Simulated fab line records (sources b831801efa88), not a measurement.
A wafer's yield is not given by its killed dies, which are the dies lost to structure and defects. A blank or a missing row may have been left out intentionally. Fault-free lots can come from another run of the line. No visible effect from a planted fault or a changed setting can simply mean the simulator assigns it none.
fab line records + flow sky130
record
- lots=7
- wafers=21
- lastDay=50
route steps=708 shown VIA2@515 PAD_OPEN@708
lots with no fault: from the same line, run without faults
startH: hours from the record's first day to the start of the lot's first wafer shown + waitH: hours since the lot's step before + " same as the row above + L1.1+2: a row that stands for several wafers + - no value present, or no start provided + * or withheld: withheld + < > ~ a bound
route shown NAME@n: NAME is a module with steps in the file, n the number in the route of the first one + usual: mean/standard deviation of fault-free wafers + same: alike in all rows + chamber/n: place in a boat + sites: per-site readings + _std_site: their standard deviation + _edge_site: mean of outer sites minus mean of inner sites + radiusMm: for every site, how far away it sits from the centre of the wafer + mask NAME#n: copy n + behind: the last tool/chamber to shape the wafer + hold: reason for holding the lot/hours on hold/outcome of the hold + device: which transistor (n, p or np) failed to switch + end of line: the route-end tests of the same wafers + for a step that has no rows: nothing shown but its recipe + killed: at the first sort, the dies lost to defects and structure; wafer yield is something else + map: per-die view of a wafer (x killed, . not killed, _ where there is no die)
set.NAME: the setting that was run; set.NAME@STEP: the one run at that earlier step + model.NAME: the simulator's own value behind a step, which no gauge read
lots at selected steps of the route; one table per step, one row per wafer
services: when a tool's chamber went out of use (startH, in hours from the record's first day, below 0 if earlier), for how many hours, and the reason
## steps
# step SKY_VIA2_SOFTBAKE_08
# recipe
- tempC=100
- timeS=90
- resist=KrF-thick
# step SKY_VIA2_EXPOSE_09
# recipe
- maskId=VIM2
- na=0.8
- sourceShape=annular
- sigmaInner=0.55
- sigmaOuter=0.85
- targetCdNm=200
- doseMj=38
# step SKY_VIA2_PEB_10
# recipe
- pebTempC=withheld
- pebTimeS=withheld
- resist=KrF-thick
# step SKY_VIA2_DEVELOP_11
# recipe
- developTimeS=60
- resist=KrF-thick
- devTempC=21
# step SKY_VIA2_CD_MEAS_12
# recipe
- targetCdNm=200
# usual
- cdNm=200.6/1.5
| lot.wafer | tool     | chamber | startH  | waitH | cdNm  |
|-----------|----------|---------|---------|-------|-------|
| L242.3    | cdSem-01 | -       | 849.80  | -     | 200.0 |
| L242.5    | "        | -       | "       | "     | 200.0 |
| L242.6    | "        | -       | "       | "     | 200.4 |
| L252.2    | cdSem-01 | -       | 933.88  | -     | 200.1 |
| L252.3    | "        | -       | "       | "     | 199.9 |
| L252.5    | "        | -       | "       | "     | 200.2 |
| L253.1    | cdSem-02 | -       | 939.93  | -     | 201.1 |
| L253.2    | "        | -       | "       | "     | 202.4 |
| L253.5    | "        | -       | "       | "     | 199.5 |
| L254.1    | cdSem-02 | -       | 944.96  | -     | 204.2 |
| L254.2    | "        | -       | "       | "     | 202.6 |
| L254.4    | "        | -       | "       | "     | 203.6 |
| L257.3    | cdSem-02 | -       | 970.47  | -     | 202.6 |
| L257.4    | "        | -       | "       | "     | 203.0 |
| L257.6    | "        | -       | "       | "     | 202.9 |
| L258.1    | cdSem-02 | -       | 973.33  | -     | 201.0 |
| L258.3    | "        | -       | "       | "     | 201.5 |
| L258.6    | "        | -       | "       | "     | 202.0 |
| L264.2    | cdSem-01 | -       | 1008.68 | -     | 197.9 |
| L264.3    | "        | -       | "       | "     | 199.1 |
| L264.4    | "        | -       | "       | "     | 199.6 |
# step SKY_VIA2_OVL_MEAS_13
# usual
- VIA2_OVL=1/5.3
| lot.wafer | tool       | chamber | startH  | waitH | VIA2_OVL[nm] |
|-----------|------------|---------|---------|-------|--------------|
| L242.3    | overlay-01 | -       | 849.89  | 0.1   | -5           |
| L242.5    | "          | -       | "       | "     | 1            |
| L242.6    | "          | -       | "       | "     | -12          |
| L252.2    | overlay-01 | -       | 933.98  | 0.1   | 3            |
| L252.3    | "          | -       | "       | "     | 3            |
| L252.5    | "          | -       | "       | "     | 0            |
| L253.1    | overlay-02 | -       | 940.05  | 0.1   | 4            |
| L253.2    | "          | -       | "       | "     | -7           |
| L253.5    | "          | -       | "       | "     | 2            |
| L254.1    | overlay-02 | -       | 945.08  | 0.1   | 2            |
| L254.2    | "          | -       | "       | "     | 0            |
| L254.4    | "          | -       | "       | "     | 4            |
| L257.3    | overlay-01 | -       | 970.57  | 0.1   | 10           |
| L257.4    | "          | -       | "       | "     | 5            |
| L257.6    | "          | -       | "       | "     | -2           |
| L258.1    | overlay-01 | -       | 973.45  | 0.1   | -1           |
| L258.3    | "          | -       | "       | "     | 5            |
| L258.6    | "          | -       | "       | "     | 2            |
| L264.2    | overlay-01 | -       | 1008.79 | 0.1   | 1            |
| L264.3    | "          | -       | "       | "     | 7            |
| L264.4    | "          | -       | "       | "     | 2            |
# step SKY_VIA2_ETCH_14
# recipe
- chemistry=N2/H2
- target=BARC
- ionEnergyEv=200
- sourceW=500
- biasW=100
- pressureMtorr=30
- n2FlowSccm=100
- h2FlowSccm=200
- stopOn=SiO2
- timeS=45.9
- targetDepthA=600
# usual
- drypumpMotorCurrentA=6.0/0.37
- oesProductAu=0.854/0.0046
- throttleValvePct=13.225/0.0093
| lot.wafer | tool       | chamber | startH  | waitH | drypumpMotorCurrentA | oesProductAu | rfHoursCounterH | throttleValvePct |
|-----------|------------|---------|---------|-------|----------------------|--------------|-----------------|------------------|
| L242.3    | rieDiel-04 | 0       | 849.91  | 0.0   | 6.0                  | 0.853        | 28              | 13.219           |
| L242.5    | "          | 0       | "       | "     | 6.0                  | 0.858        | -               | 13.232           |
| L242.6    | "          | 3       | "       | "     | 5.8                  | 0.853        | -               | 13.213           |
| L252.2    | rieDiel-04 | 2       | 934.01  | 0.0   | 6.4                  | 0.849        | 18              | 13.231           |
| L252.3    | "          | 1       | "       | "     | 6.1                  | 0.855        | 4               | 13.202           |
| L252.5    | "          | 1       | "       | "     | 6.1                  | 0.859        | -               | 13.220           |
| L253.1    | rieDiel-02 | 1       | 940.09  | 0.0   | 6.2                  | 0.850        | 14              | 13.226           |
| L253.2    | "          | 2       | "       | "     | 6.0                  | 0.859        | 17              | 13.233           |
| L253.5    | "          | 1       | "       | "     | 6.3                  | 0.851        | -               | 13.225           |
| L254.1    | rieDiel-02 | 0       | 945.11  | 0.0   | 5.8                  | 0.856        | 9               | 13.216           |
| L254.2    | "          | 2       | "       | "     | 6.1                  | 0.855        | 18              | 13.222           |
| L254.4    | "          | 0       | "       | "     | 5.8                  | 0.846        | -               | 13.229           |
| L257.3    | rieDiel-04 | 3       | 970.59  | 0.0   | 5.8                  | 0.854        | 23              | 13.241           |
| L257.4    | "          | 1       | "       | "     | 6.1                  | 0.853        | 5               | 13.219           |
| L257.6    | "          | 1       | "       | "     | 6.1                  | 0.858        | -               | 13.230           |
| L258.1    | rieDiel-04 | 0       | 973.49  | 0.0   | 6.0                  | 0.840        | 3               | 13.245           |
| L258.3    | "          | 3       | "       | "     | 5.8                  | 0.853        | 23              | 13.226           |
| L258.6    | "          | 3       | "       | "     | 5.8                  | 0.844        | -               | 13.209           |
| L264.2    | rieDiel-02 | 0       | 1008.82 | 0.0   | 5.8                  | 0.858        | 11              | 13.238           |
| L264.3    | "          | 2       | "       | "     | 6.1                  | 0.853        | 19              | 13.234           |
| L264.4    | "          | 1       | "       | "     | 6.3                  | 0.854        | 16              | 13.214           |
# step SKY_VIA2_ETCH_15
# recipe
- target=SiO2
- chemistry=C4F8/O2/Ar
- targetDepthNm=546
- stopOn=TiN
- maskMaterial=KrF-thick
- sourceW=1500
- biasW=1200
- pressureMtorr=40
- c4f8FlowSccm=withheld
- O2_flow_sccm=6
- Ar_flow_sccm=300
- timeS=84
# usual
- oesProductAu=0.940/0.0045
| lot.wafer | tool       | chamber | startH  | waitH | oesProductAu | rfHoursCounterH |
|-----------|------------|---------|---------|-------|--------------|-----------------|
| L242.3    | rieDiel-04 | 0       | 849.96  | 0.0   | 0.938        | 28              |
| L242.5    | "          | 0       | "       | "     | 0.931        | -               |
| L242.6    | "          | 3       | "       | "     | 0.942        | -               |
| L252.2    | rieDiel-04 | 2       | 934.06  | 0.0   | 0.939        | 18              |
| L252.3    | "          | 1       | "       | "     | 0.940        | 4               |
| L252.5    | "          | 1       | "       | "     | 0.935        | -               |
| L253.1    | rieDiel-02 | 1       | 940.13  | 0.0   | 0.944        | 14              |
| L253.2    | "          | 2       | "       | "     | 0.937        | 17              |
| L253.5    | "          | 1       | "       | "     | 0.940        | -               |
| L254.1    | rieDiel-02 | 0       | 945.16  | 0.0   | 0.935        | 9               |
| L254.2    | "          | 2       | "       | "     | 0.938        | 18              |
| L254.4    | "          | 0       | "       | "     | 0.944        | -               |
| L257.3    | rieDiel-04 | 3       | 970.63  | 0.0   | 0.943        | 23              |
| L257.4    | "          | 1       | "       | "     | 0.940        | 5               |
| L257.6    | "          | 1       | "       | "     | 0.932        | -               |
| L258.1    | rieDiel-04 | 0       | 973.53  | 0.0   | 0.942        | 3               |
| L258.3    | "          | 3       | "       | "     | 0.940        | 23              |
| L258.6    | "          | 3       | "       | "     | 0.935        | -               |
| L264.2    | rieDiel-02 | 0       | 1008.86 | 0.0   | 0.936        | 11              |
| L264.3    | "          | 2       | "       | "     | 0.941        | 19              |
| L264.4    | "          | 1       | "       | "     | 0.941        | 16              |
# step SKY_VIA2_STRIP_16
# recipe
- chemistry=O2/N2
- powerW=1400
- pressureMtorr=1500
- platenTempC=withheld
- o2FlowSccm=3000
- n2FlowSccm=300
- overashFraction=0.5
# usual
- drypumpMotorCurrentA=5.78/0.17
- oesProductAu=0.398/0.0046
- stripTimeToEndpointS=4.050/0.021
| lot.wafer | tool           | chamber | startH  | waitH | drypumpMotorCurrentA | oesProductAu | rfHoursCounterH | stripTimeToEndpointS |
|-----------|----------------|---------|---------|-------|----------------------|--------------|-----------------|----------------------|
| L242.3    | plasmaAsher-01 | 0       | 850.05  | 0.1   | 5.84                 | 0.398        | -               | 4.037                |
| L242.5    | "              | 1       | "       | "     | 5.78                 | 0.394        | -               | 4.058                |
| L242.6    | "              | 0       | "       | "     | 5.85                 | 0.406        | -               | 4.085                |
| L252.2    | plasmaAsher-03 | 0       | 934.12  | 0.0   | 6.07                 | 0.410        | 78              | 4.059                |
| L252.3    | "              | 0       | "       | "     | 6.05                 | 0.403        | -               | 4.072                |
| L252.5    | "              | 1       | "       | "     | 5.59                 | 0.402        | -               | 4.075                |
| L253.1    | plasmaAsher-01 | 1       | 940.19  | 0.0   | 5.77                 | 0.399        | 19              | 4.062                |
| L253.2    | "              | 0       | "       | "     | 5.85                 | 0.398        | 19              | 4.014                |
| L253.5    | "              | 0       | "       | "     | 5.82                 | 0.397        | -               | 4.063                |
| L254.1    | plasmaAsher-01 | 0       | 945.22  | 0.0   | 5.82                 | 0.393        | 20              | 4.049                |
| L254.2    | "              | 1       | "       | "     | 5.79                 | 0.399        | 20              | 4.012                |
| L254.4    | "              | 0       | "       | "     | 5.84                 | 0.400        | -               | 4.060                |
| L257.3    | plasmaAsher-02 | 1       | 970.73  | 0.1   | 5.89                 | 0.397        | -               | 4.091                |
| L257.4    | "              | 0       | "       | "     | 5.54                 | 0.400        | -               | 4.038                |
| L257.6    | "              | 0       | "       | "     | 5.54                 | 0.405        | -               | 4.058                |
| L258.1    | plasmaAsher-01 | 1       | 973.60  | 0.0   | 5.77                 | 0.392        | 23              | 4.047                |
| L258.3    | "              | 1       | "       | "     | 5.78                 | 0.400        | -               | 4.061                |
| L258.6    | "              | 1       | "       | "     | 5.76                 | 0.403        | -               | 4.053                |
| L264.2    | plasmaAsher-01 | 0       | 1008.92 | 0.0   | 5.86                 | 0.402        | 26              | 4.066                |
| L264.3    | "              | 1       | "       | "     | 5.77                 | 0.392        | -               | 4.011                |
| L264.4    | "              | 0       | "       | "     | 5.86                 | 0.398        | -               | 4.065                |
# step SKY_VIA2_STRIP_17
# recipe
- chemistry=postEtchResidueRemover
- timeS=1200
- tempC=72.5
# step SKY_VIA2_CLEAN_18
# recipe
- chemistry=IPA
- timeS=180
- tempC=25
# step SKY_VIA2_CLEAN_19
# recipe
- chemistry=O3/DIW
- dry=n2Spin
# step SKY_VIA2_SPUTTER_20
# recipe
- material=TiN
- targetThkNm=20
- chamberPressurePa=5
- powerW=4000
- timeS=80
# usual
- cathodeDcPowerW=4000.0/0.71
- throttleValvePct=30.4/0.83
| lot.wafer | tool          | chamber | startH  | waitH | cathodeDcPowerW | throttleValvePct | model.TiN_of_VIA2_SPUTTER_20.thkNm |
|-----------|---------------|---------|---------|-------|-----------------|------------------|------------------------------------|
| L242.3    | pvdSputter-03 | -       | 850.61  | 0.0   | 4000.2          | 29.8             | 20.14                              |
| L242.5    | "             | -       | "       | "     | 3999.3          | 31.3             | 20.08                              |
| L242.6    | "             | -       | "       | "     | 4000.6          | 29.9             | 20.07                              |
| L252.2    | pvdSputter-02 | -       | 934.74  | 0.0   | 3625.3          | 29.7             | 18.32                              |
| L252.3    | "             | -       | "       | "     | 3624.9          | 30.4             | 18.42                              |
| L252.5    | "             | -       | "       | "     | 3627.1          | 30.9             | 18.16                              |
| L253.1    | pvdSputter-02 | -       | 940.79  | 0.0   | 3627.1          | 29.9             | 18.03                              |
| L253.2    | "             | -       | "       | "     | 3626.3          | 30.4             | 18.14                              |
| L253.5    | "             | -       | "       | "     | 3624.7          | 30.3             | 18.12                              |
| L254.1    | pvdSputter-02 | -       | 945.86  | 0.0   | 3627.1          | 29.8             | 18.5                               |
| L254.2    | "             | -       | "       | "     | 3625.2          | 31.2             | 18.11                              |
| L254.4    | "             | -       | "       | "     | 3626.6          | 30.3             | 18.51                              |
| L257.3    | pvdSputter-03 | -       | 971.38  | 0.0   | 4000.4          | 31.4             | 20.23                              |
| L257.4    | "             | -       | "       | "     | 3999.0          | 29.9             | 20.25                              |
| L257.6    | "             | -       | "       | "     | 4000.4          | 31.4             | 20.32                              |
| L258.1    | pvdSputter-03 | -       | 974.28  | 0.0   | 4000.5          | 30.8             | 19.97                              |
| L258.3    | "             | -       | "       | "     | 4000.8          | 31.4             | 19.9                               |
| L258.6    | "             | -       | "       | "     | 3999.8          | 29.8             | 19.8                               |
| L264.2    | pvdSputter-02 | -       | 1009.52 | 0.0   | 3999.6          | 30.0             | 20.12                              |
| L264.3    | "             | -       | "       | "     | 3999.6          | 28.8             | 20.03                              |
| L264.4    | "             | -       | "       | "     | 3999.7          | 30.4             | 19.98                              |
# step SKY_VIA2_CVD_21
# recipe
- material=W
- targetThkNm=420
- timeS=126.4
- tempC=400
- pressureTorr=40
# usual
- heaterPowerW=901/27
| lot.wafer | tool    | chamber | startH  | waitH | heaterPowerW |
|-----------|---------|---------|---------|-------|--------------|
| L242.3    | cvdW-01 | 0       | 850.72  | 0.1   | 958          |
| L242.5    | "       | 0       | "       | "     | 995          |
| L242.6    | "       | 1       | "       | "     | 866          |
| L252.2    | cvdW-01 | 1       | 934.80  | 0.0   | 899          |
| L252.3    | "       | 1       | "       | "     | 890          |
| L252.5    | "       | 0       | "       | "     | 906          |
| L253.1    | cvdW-02 | 1       | 940.85  | 0.0   | 927          |
| L253.2    | "       | 0       | "       | "     | 903          |
| L253.5    | "       | 1       | "       | "     | 912          |
| L254.1    | cvdW-01 | 1       | 945.92  | 0.0   | 895          |
| L254.2    | "       | 0       | "       | "     | 922          |
| L254.4    | "       | 0       | "       | "     | 922          |
| L257.3    | cvdW-02 | 1       | 971.49  | 0.1   | 923          |
| L257.4    | "       | 0       | "       | "     | 882          |
| L257.6    | "       | 1       | "       | "     | 914          |
| L258.1    | cvdW-01 | 1       | 974.35  | 0.0   | 871          |
| L258.3    | "       | 0       | "       | "     | 914          |
| L258.6    | "       | 0       | "       | "     | 910          |
| L264.2    | cvdW-02 | 0       | 1009.58 | 0.0   | 914          |
| L264.3    | "       | 1       | "       | "     | 926          |
| L264.4    | "       | 0       | "       | "     | 911          |
# step SKY_PAD_OPEN_PROBE_99
# usual
- defectLimitedYield=82.6/1.9
- killed_at_M0_to_M3=43/6.9
- killed_at_M4_up=3.0/1.8
- killedAtContacts=24/4.8
- killedAtFrontEnd=15/4.5
- killedAtOther=0.4/0.67
- killedDies=86/9.2
- killedOpen=46/6.9
- killedShort=39/6
- sort_bin_3_pad_short=0.8/0.39
- sort_bin_5_function=10.2/1.3
- sort_bin_6_memory=6.3/1.2
- sortNPass=406/9.2
- sortYieldPct=82.6/1.9
# same
- grossDies=492
- killedAtBackSide=0
- sort_bin_4_leakage[%]=0
- sort_bin_8_speed[%]=0
| lot.wafer | tool      | chamber | startH  | waitH | defectLimitedYield[%] | killed_at_M0_to_M3 | killed_at_M4_up | killedAtContacts | killedAtFrontEnd | killedAtOther | killedDies | killedOpen | killedShort | sort_bin_3_pad_short[%] | sort_bin_5_function[%] | sort_bin_6_memory[%] | sortNPass | sortYieldPct[%] |
|-----------|-----------|---------|---------|-------|-----------------------|--------------------|-----------------|------------------|------------------|---------------|------------|------------|-------------|-------------------------|------------------------|----------------------|-----------|-----------------|
| L252.2    | prober-01 | -       | 1144.62 | 0.1   | 81.7                  | 45                 | 0               | 28               | 17               | 0             | 90         | 50         | 40          | 1.0                     | 10.6                   | 6.7                  | 402       | 81.7            |
| L252.3    | prober-01 | -       | 1144.67 | 0.2   | 82.5                  | 48                 | 4               | 20               | 14               | 0             | 86         | 47         | 38          | 0.6                     | 10.2                   | 6.7                  | 406       | 82.5            |
| L252.5    | prober-01 | -       | 1144.77 | 0.2   | 85.4                  | 38                 | 6               | 19               | 9                | 0             | 72         | 34         | 38          | 0.8                     | 8.9                    | 4.9                  | 420       | 85.4            |
| L253.1    | prober-01 | -       | 1147.47 | 0.1   | 84.3                  | 35                 | 2               | 29               | 10               | 1             | 77         | 42         | 34          | 0.6                     | 10.0                   | 5.1                  | 415       | 84.3            |
| L253.2    | prober-01 | -       | 1147.52 | 0.1   | 84.8                  | 37                 | 5               | 21               | 12               | 0             | 75         | 43         | 32          | 0.4                     | 8.9                    | 5.9                  | 417       | 84.8            |
| L253.5    | prober-01 | -       | 1147.67 | 0.2   | 86.2                  | 35                 | 7               | 17               | 9                | 0             | 68         | 38         | 30          | 1.0                     | 7.5                    | 5.3                  | 424       | 86.2            |
| L258.1    | prober-01 | -       | 1174.47 | 0.1   | 82.7                  | 44                 | 3               | 22               | 15               | 1             | 85         | 44         | 41          | 1.0                     | 10.2                   | 6.1                  | 407       | 82.7            |
| L258.3    | prober-01 | -       | 1174.57 | 0.2   | 84.8                  | 36                 | 0               | 31               | 8                | 0             | 75         | 44         | 31          | 0.6                     | 9.1                    | 5.5                  | 417       | 84.8            |
| L258.6    | prober-01 | -       | 1174.72 | 0.2   | 80.5                  | 53                 | 3               | 27               | 12               | 1             | 96         | 48         | 47          | 1.2                     | 12.4                   | 5.9                  | 396       | 80.5            |
# killed by level:class
L252.2 CONTACT:geometricParticle:open=10 VIA3:geometricParticle:open=10 METAL2:geometricParticle:short=8 CONTACT:geometricParticle:short=7 METAL1:geometricParticle:short=7 POLY_GATE:geometricParticle:short=6 LI_CONTACT:geometricParticle:open=6 VIA1:geometricParticle:open=6
L252.3 VIA1:geometricParticle:open=9 VIA3:geometricParticle:open=8 LOCAL_INTERCONNECT:geometricParticle:short=6 CONTACT:geometricParticle:open=6 VIA2:geometricParticle:short=6 VIA2:geometricParticle:open=6 LI_CONTACT:geometricParticle:open=5 METAL2:geometricParticle:short=4
L252.5 LI_CONTACT:geometricParticle:open=8 VIA1:geometricParticle:open=8 METAL2:geometricParticle:short=7 VIA3:geometricParticle:open=6 VIA2:geometricParticle:open=4 METAL1:geometricParticle:short=4 VIA1:geometricParticle:short=4 METAL3:geometricParticle:short=4
L253.1 CONTACT:geometricParticle:open=13 VIA1:geometricParticle:open=10 CONTACT:geometricParticle:short=6 LI_CONTACT:geometricParticle:open=5 METAL1:geometricParticle:short=5 VIA1:geometricParticle:short=4 POLY_GATE:geometricParticle:open=3 LI_CONTACT:geometricParticle:short=3
L253.2 CONTACT:geometricParticle:open=10 VIA3:geometricParticle:open=7 VIA1:geometricParticle:open=7 VIA2:geometricParticle:open=5 SPACER:geometricParticle:open=4 LI_CONTACT:geometricParticle:short=4 VIA1:geometricParticle:short=4 FIELD_ISO:geometricParticle:short=3
L253.5 CONTACT:geometricParticle:open=9 VIA1:geometricParticle:open=9 VIA3:geometricParticle:open=8 METAL4:geometricParticle:short=6 LI_CONTACT:geometricParticle:open=4 METAL2:geometricParticle:short=4 VIA3:geometricParticle:short=4 POLY_GATE:geometricParticle:short=3
L258.1 VIA1:geometricParticle:open=14 CONTACT:geometricParticle:open=11 POLY_GATE:geometricParticle:short=7 METAL2:geometricParticle:short=7 VIA1:geometricParticle:short=6 VIA2:geometricParticle:open=6 POLY_GATE:geometricParticle:open=4 LOCAL_INTERCONNECT:geometricParticle:short=4
L258.3 CONTACT:geometricParticle:open=13 VIA1:geometricParticle:open=9 LI_CONTACT:geometricParticle:open=7 VIA1:geometricParticle:short=5 LI_CONTACT:geometricParticle:short=4 LOCAL_INTERCONNECT:geometricParticle:short=4 VIA2:geometricParticle:short=4 VIA2:geometricParticle:open=3
L258.6 VIA1:geometricParticle:open=16 CONTACT:geometricParticle:open=9 METAL3:geometricParticle:short=7 LI_CONTACT:geometricParticle:open=6 VIA1:geometricParticle:short=6 CONTACT:geometricParticle:short=6 VIA2:geometricParticle:open=6 METAL2:geometricParticle:short=6
## services
| tool           | chamber | startH  | hours | kind          |
|----------------|---------|---------|-------|---------------|
| plasmaAsher-01 | -       | 829.12  | 1.9   | repair        |
| pvdSputter-03  | -       | 841.87  | 4.8   | repair        |
| plasmaAsher-03 | -       | 845.24  | 0.6   | repair        |
| rieDiel-02     | -       | 854.07  | 0.7   | repair        |
| plasmaAsher-01 | -       | 855.66  | 4.5   | repair        |
| rieDiel-04     | 0       | 865.14  | -     | clean         |
| rieDiel-04     | 0       | 865.14  | 15.0  | scheduledDown |
| rieDiel-04     | 0       | 865.14  | 15.0  | ventCycle     |
| cvdW-02        | -       | 881.87  | 6.0   | pm            |
| rieDiel-04     | 3       | 882.70  | 2.9   | repair        |
| plasmaAsher-01 | -       | 888.58  | 2.8   | pm            |
| cvdW-01        | -       | 904.00  | 14.0  | pm            |
| cvdW-01        | 0       | 904.00  | 14.0  | ventCycle     |
| cvdW-01        | 1       | 904.00  | 14.0  | ventCycle     |
| rieDiel-02     | 1       | 907.00  | 5.2   | repair        |
| cvdW-01        | 0       | 918.00  | -     | clean         |
| cvdW-01        | 1       | 918.00  | -     | clean         |
| rieDiel-02     | 3       | 943.89  | 4.0   | repair        |
| plasmaAsher-02 | -       | 950.47  | 0.4   | repair        |
| cvdW-01        | -       | 952.58  | 1.5   | repair        |
| plasmaAsher-03 | -       | 955.74  | 1.0   | repair        |
| plasmaAsher-03 | -       | 958.38  | 2.8   | pm            |
| rieDiel-04     | 2       | 1002.61 | 5.2   | repair        |
| rieDiel-04     | 1       | 1009.22 | 2.2   | repair        |
## key
firstSign
- step=SKY_VIA2_SPUTTER_20
- reading=cathodeDcPowerW
- direction=down
- sigmas=99+
- usual=4000.0
- struck=3626.0
effect none on later readings
modelEffect
- step=SKY_VIA2_SPUTTER_20
- value=TiN_of_VIA2_SPUTTER_20.thkNm
- without=20.13
- struck=18.26
metAt SKY_VIA2_SPUTTER_20
struckWafers L252.2,L252.3,L252.5,L253.1,L253.2,L253.5,L254.1,L254.2,L254.4
fault
- kind=processParameterDrift
- tool=pvdSputter-02
- chamber=-
- onsetH=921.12
- steps=SKY_VIA2_SPUTTER_20
- channel=powerW
- offset=*
- shape=step
- endH=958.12
- actsIn=*
- stated=*
